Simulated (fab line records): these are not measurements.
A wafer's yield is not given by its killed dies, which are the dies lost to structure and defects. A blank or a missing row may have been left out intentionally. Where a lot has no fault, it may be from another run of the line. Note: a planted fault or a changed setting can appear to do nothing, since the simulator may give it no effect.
Which tool was responsible? || flow sky130 || 39 wafers from 13 lots sampled at 2 of the route's 708 steps

WHAT THE GAUGES READ, wafer by wafer
SKY_LDD_P_CD_MEAS_07 targets a cd of 380 nm. Usual: cdNm reads 380.1 nm (standard deviation 2.9).
{"lot": "L444", "measured": "day 19 13:04", "on": "cdSem-01", "cdNm (nm)": "382.3 381.1 380.8", "flag": ""}
{"lot": "L445", "measured": "day 19 17:08", "on": "cdSem-02", "cdNm (nm)": "383.3 381.9 383.5", "flag": ""}
{"lot": "L446", "measured": "day 20 00:26", "on": "cdSem-01", "cdNm (nm)": "381.0 384.7 383.7", "flag": ""}
{"lot": "L447", "measured": "day 20 11:59", "on": "cdSem-02", "cdNm (nm)": "375.3 376.2 379.0", "flag": ""}
{"lot": "L448", "measured": "day 20 21:17", "on": "cdSem-01", "cdNm (nm)": "383.9 382.9 383.8", "flag": ""}
{"lot": "L456", "measured": "day 24 03:12", "on": "cdSem-01", "cdNm (nm)": "379.8 378.5 379.7", "flag": ""}
{"lot": "L458", "measured": "day 24 19:05", "on": "cdSem-01", "cdNm (nm)": "379.1 376.9 376.2", "flag": ""}
{"lot": "L461", "measured": "day 25 08:40", "on": "cdSem-01", "cdNm (nm)": "386.5 385.1 386.9", "flag": ""}
{"lot": "L462", "measured": "day 25 12:47", "on": "cdSem-02", "cdNm (nm)": "378.5 380.5 377.4", "flag": ""}
{"lot": "L463", "measured": "day 25 22:25", "on": "cdSem-01", "cdNm (nm)": "382.3 382.5 383.1", "flag": ""}
{"lot": "L464", "measured": "day 26 11:25", "on": "cdSem-02", "cdNm (nm)": "382.2 376.8 377.8", "flag": ""}
{"lot": "L465", "measured": "day 27 01:15", "on": "cdSem-01", "cdNm (nm)": "379.8 380.9 381.4", "flag": ""}
{"lot": "L466", "measured": "day 27 05:11", "on": "cdSem-02", "cdNm (nm)": "378.6 378.0 380.7", "flag": ""}

SKY_LDD_HVP_TW_MEAS_10. Usual: LDD_HVP_TW 457, standard deviation 4.
{"lot": "L444", "measured": "day 22 03:54", "on": "filmMetro-02", "LDD_HVP_TW": "459 454 453", "flag": ""}
{"lot": "L445", "measured": "day 22 07:12", "on": "filmMetro-02", "LDD_HVP_TW": "456 455 455", "flag": ""}
{"lot": "L446", "measured": "day 22 15:39", "on": "filmMetro-01", "LDD_HVP_TW": "457 457 456", "flag": ""}
{"lot": "L447", "measured": "day 23 02:00", "on": "filmMetro-02", "LDD_HVP_TW": "453 452 453", "flag": ""}
{"lot": "L448", "measured": "day 23 10:58", "on": "filmMetro-01", "LDD_HVP_TW": "458 458 459", "flag": ""}
{"lot": "L456", "measured": "day 26 15:52", "on": "filmMetro-01", "LDD_HVP_TW": "455 456 456", "flag": ""}
{"lot": "L458", "measured": "day 27 06:12", "on": "filmMetro-01", "LDD_HVP_TW": "456 456 454", "flag": ""}
{"lot": "L461", "measured": "day 27 18:54", "on": "filmMetro-01", "LDD_HVP_TW": "457 454 457", "flag": ""}
{"lot": "L462", "measured": "day 27 23:10", "on": "filmMetro-02", "LDD_HVP_TW": "449 454 452", "flag": ""}
{"lot": "L463", "measured": "day 28 08:08", "on": "filmMetro-02", "LDD_HVP_TW": "455 453 457", "flag": ""}
{"lot": "L464", "measured": "day 28 20:45", "on": "filmMetro-03", "LDD_HVP_TW": "460 460 462", "flag": ""}
{"lot": "L465", "measured": "day 29 09:31", "on": "filmMetro-02", "LDD_HVP_TW": "454 454 455", "flag": ""}
{"lot": "L466", "measured": "day 29 13:10", "on": "filmMetro-03", "LDD_HVP_TW": "460 461 462", "flag": ""}

WHICH TOOL RAN EACH LOT (tool, then ch and the chambers of the sampled wafers, then the start)
Before these readings, the record contains no process step.

AS READ BY THE TOOLS THEMSELVES (means over the sampled wafers that have a number; for cases with no such wafer, the mark the record gives instead)
The record holds no such reading with a usual standard deviation.

THE ANSWER, worked out from the rows above alone
Rule: a lot is off if the mean of its wafers that have a number lies more than 3 standard deviations from the usual mean. Also off: a lot with no number at a reading for which 4 or more lots have one. The other lots that the step has rows for count as sound. After the gauges, taken in route order, come the tools' own readings; for these a lot's mean is taken, as printed above. At the first step where some lot is off, the reading lying furthest off is the one used; lots without a number count as furthest.
None of the lots is off at any reading shown; this tells nothing.

WHAT WAS PUT IN BY THE SIMULATOR
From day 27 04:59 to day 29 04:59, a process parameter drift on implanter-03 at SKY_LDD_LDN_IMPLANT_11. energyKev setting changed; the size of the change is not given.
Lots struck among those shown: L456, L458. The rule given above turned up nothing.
